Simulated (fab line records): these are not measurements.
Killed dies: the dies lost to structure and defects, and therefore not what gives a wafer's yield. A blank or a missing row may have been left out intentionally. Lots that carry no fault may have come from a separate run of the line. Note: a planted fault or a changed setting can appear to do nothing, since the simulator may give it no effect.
Problem report in the 8D (eight disciplines) form, filled by code ; flow gf180mcu ; the parts of the form that need people (team, actions taken, sign-off) are left out

1. THE ISSUE
run-length-s at GF_TOP_METAL_METAL_ETCH_16 reads a mean of 218.3 s on 2 wafers of 2 lots; wafers without a fault read 228.1 s with a standard deviation of 0.41. That puts it -24 standard deviations away from the usual mean.
The step: etches the open film in Cl2/BCl3, stops on SiO2, target depth 1197 nm, time 199.5 s.
The first sign was on wafer L932.3 at day 32 18:48, on rie-metal-03. The record has a number at this step for 17 wafers belonging to 6 lots. Rule for "out" (also "out of limits"): further than 4 standard deviations from the usual mean. All remaining wafers that have a number are taken as sound.

2. WHAT IT IS AND WHAT IT IS NOT
question;is;is not
which readings at this step;run-length-s;drypump-motor-current-A
which lots;L932, L934;L921, L923, L929, L935
which wafers of those lots;L932.3, L934.4;L932.2, L932.5, L934.6
read on which tools;rie-metal-03;rie-metal-01, rie-metal-04
when;from day 32 18:48;"up to then (11 sound wafers); but 4 sound wafers of L934, L935 came after"

3. THE SUSPECTS, EACH WITH WHAT RULES IT OUT
Counting: any tool at a process step up to the reading remains a suspect provided it ran every lot that is out. Sound lots after the first of them don't rule it out here, since some wafers of a struck lot are sound.
- rie-metal-03 at GF_TOP_METAL_METAL_ETCH_16 (etches the open film in Cl2/BCl3, stops on SiO2, target depth 1197 nm, time 199.5 s): kept. It processed each lot that is out (first: L932, day 32 18:48); up to then, its last sound lot is L923 (day 29 21:02). Out on those wafers are its own readings of run-length-s.
The count leaves rie-metal-03 at GF_TOP_METAL_METAL_ETCH_16.

4. THE CAUSE (what the simulator had put in)
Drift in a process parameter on rie-metal-03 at GF_TOP_METAL_METAL_ETCH_16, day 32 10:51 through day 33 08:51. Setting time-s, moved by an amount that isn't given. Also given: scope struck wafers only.
Only this tool survived the counting.

5. THE EFFECT CHAIN, in route order
Each row: a reading where the mean over the struck wafers with a number is more than 3 standard deviations away from the usual. Readings are gone through only where the record gives a usual standard deviation; hours: the median, over the lots, of the time from a lot's start at the first step in this table giving one to that lot's start at this step; sigmas: the change measured in usual standard deviations.
hours;step;reading;usual;on struck wafers;change;sigmas
0;GF_TOP_METAL_METAL_ETCH_16;run-length-s;228.1 s;218.3;-9.8;-24
Here are the process steps it includes:
- GF_TOP_METAL_METAL_ETCH_16: etches the open film in Cl2/BCl3, stops on SiO2, target depth 1197 nm, time 199.5 s.

6. WHAT WOULD HAVE CAUGHT IT SOONER
In this record the first reading out of limits was taken at day 32 18:48, 8 hours after the fault began at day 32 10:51.
